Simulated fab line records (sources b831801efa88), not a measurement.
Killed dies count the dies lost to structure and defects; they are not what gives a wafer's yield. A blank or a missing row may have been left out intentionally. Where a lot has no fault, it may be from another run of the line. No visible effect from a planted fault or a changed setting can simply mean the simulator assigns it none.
Which of the tools did it?    flow sky130    route of 708 steps, sampled at 1 step: 7 lots, 21 wafers

== WHAT THE GAUGES SHOWED, per wafer ==
SKY_POLY_GATE_CD_MEAS_22.
lot   measured      on         cd_nm (nm)
L215  day 17 07:16  cd_sem-01  143 152 143
L222  day 20 00:10  cd_sem-02  148 150 147
L226  day 21 05:37  cd_sem-01  149 150 152
L228  day 22 05:48  cd_sem-02  153 153 153
L231  day 22 19:34  cd_sem-01  147 152 144
L233  day 23 09:28  cd_sem-02  149 149 148
L236  day 24 13:49  cd_sem-01  151 149 151

== TOOL THAT RAN EACH LOT (tool first, then ch and the chambers of the sampled wafers, then the start) ==
The record shows no process step preceding these readings.

== THE ANSWER, worked out from the rows above alone ==
Rule: the lots themselves supply what counts as usual. Put in order of their means at a reading, lots are off if they are a third of the lots or fewer, leave a main group of 4 or more, and stand apart from it by a gap of 3 or more times the standard deviation of the main group's means; of several such gaps the widest counts. If all means in a main group match to the digits the tables above print for the reading, that group is not used. Also off: a lot with no number at a reading for which 4 or more lots have one. The other lots that the step has rows for count as sound.
Nothing can be told from this: no lot is off at any reading shown.

== WHAT THE SIMULATOR HAD INSERTED ==
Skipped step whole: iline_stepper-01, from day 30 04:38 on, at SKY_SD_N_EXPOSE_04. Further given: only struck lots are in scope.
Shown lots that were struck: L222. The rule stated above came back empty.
